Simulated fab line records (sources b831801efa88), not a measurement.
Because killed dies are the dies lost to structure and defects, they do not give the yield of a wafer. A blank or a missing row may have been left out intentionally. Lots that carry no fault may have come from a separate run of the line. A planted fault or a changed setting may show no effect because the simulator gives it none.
Comparing a struck lot with a sound one + flow sky130 + 21 out of 708 route steps
Sound: the wafers L762.2, L762.3, L762.6. Struck: wafers L769.2, L769.3, L769.4. The cause is given at the end.
Each step with rows lists, per side, the tool, then ch with its chambers, then its first start. Under that, the readings that differ: sound wafers + struck wafers + difference of the means + sigmas: that difference in standard deviations of wafers without a fault.
alike: same words and numbers on both sides, and readings whose means sit less than 2 such deviations apart. not compared: any withheld reading, any reading some wafer has no value for, any bound like >300 that may hide the same value, and any number with overlapping values for which the record gives no deviation.
The two part at a step that has a row with sigmas, a row that says differs or no value, or rows on one side only. When numbers do not overlap yet have no deviation, they are printed without sigmas and do not part them. Lack of a reading on every wafer of one side parts them only where that side has two or more wafers.

SKY_METAL1_STRIP_20: strips in O2/N2.
  sound on plasma_asher-03 ch 0,1, day 34 01:03; struck on plasma_asher-03 ch 0,1, day 36 13:48
  alike: drypump_motor_current_A, n2_flow_sccm, oes_product_au, strip_time_to_endpoint_s
  not compared: rf_hours_counter_h
then, 4 steps without rows for these wafers: SKY_METAL1_STRIP_21 (strips in post etch residue remover, time 1200 s); SKY_METAL1_CLEAN_22 (cleans in IPA, time 180 s); SKY_METAL1_CLEAN_23 (cleans in O3/DIW); SKY_VIA1_HDPCVD_00 (deposits SiO2, target thk 1030 nm, time 171.7 s).
SKY_VIA1_THK_MEAS_01:
  sound: film_metro-03 at day 34 02:07; struck: film_metro-03 at day 36 14:33
  alike: VIA1_HDPCVD_THK
SKY_VIA1_CMP_02: polishes SiO2.
  sound on cmp-02 ch 0,2,3, day 34 02:26; struck on cmp-01 ch 1,2,3, day 36 14:39
  alike: head_pressure_psi, motor_current_A
SKY_VIA1_BOW_MEAS_03:
  sound: film_metro-01 at day 34 02:40; struck: film_metro-01 at day 36 14:55
  alike: VIA1_BOW
then, 4 steps without rows for these wafers: SKY_VIA1_DEHYDRATE_04 (time 60 s); SKY_VIA1_HMDS_05 (prime time 60 s); SKY_VIA1_COAT_06 (resist thk 60 nm); SKY_VIA1_COAT_07 (resist thk 450 nm).
SKY_VIA1_SOFTBAKE_08: time 90 s.
  sound on litho_track-04 ch 0, day 34 15:00; struck on litho_track-04 ch 0, day 37 03:00
| reading                  | sound             | struck            | difference | sigmas |
|--------------------------|-------------------|-------------------|------------|--------|
| heater_power_total_W (W) | 57.45 57.14 57.19 | 54.30 54.14 54.37 | -2.99      | -25    |
| plate_temp_C (C)         | 99.79 99.92 99.91 | 96.14 96.07 96.04 | -3.79      | -34    |
then, 2 steps without rows for these wafers: SKY_VIA1_EXPOSE_09 (exposes mask VIM, target cd 150 nm); SKY_VIA1_PEB_10.
SKY_VIA1_DEVELOP_11: develop time 60 s.
  sound: litho_track-02 ch 0; struck: litho_track-03 ch 0
  not compared: model.KrF-thick_of_VIA1_COAT_07.thk_nm
SKY_VIA1_CD_MEAS_12: the cd target is 150 nm.
  sound: cd_sem-01 at day 35 05:05; struck: cd_sem-01 at day 37 15:53
  alike: cd_nm
SKY_VIA1_OVL_MEAS_13:
  sound: overlay-02 at day 35 05:11; struck: overlay-01 at day 37 15:59
  alike: VIA1_OVL
SKY_VIA1_ETCH_14: etches BARC in N2/H2, stops on SiO2, time 45.9 s, target depth 60 nm.
  sound on rie_diel-02 ch 0,2, day 35 05:13; struck on rie_diel-02 ch 0,1,3, day 37 16:01
  alike: drypump_motor_current_A, n2_flow_sccm, oes_product_au, rf_fwd_power_W, throttle_valve_pct
  not compared: rf_hours_counter_h, model.KrF-thick_of_VIA1_COAT_07.thk_nm
SKY_VIA1_ETCH_15: etches SiO2 in C4F8/O2/Ar, stops on TiN, target depth 351 nm, time 54 s.
  sound on rie_diel-02 ch 0,2, day 35 05:16; struck on rie_diel-02 ch 0,1,3, day 37 16:04
  alike: oes_product_au, rf_fwd_power_W
  not compared: rf_hours_counter_h
after that, 1 step had no rows for these wafers: SKY_PAD_OPEN_PROBE_99.

WHERE THEY PART
SKY_VIA1_SOFTBAKE_08 only, going by this record. Later steps at which nothing parts them and some readings are alike: SKY_VIA1_CD_MEAS_12, SKY_VIA1_OVL_MEAS_13, SKY_VIA1_ETCH_14, SKY_VIA1_ETCH_15.

WHY: what the simulator had put in
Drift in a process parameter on litho_track-04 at SKY_VIA1_SOFTBAKE_08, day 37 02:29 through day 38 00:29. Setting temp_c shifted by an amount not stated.
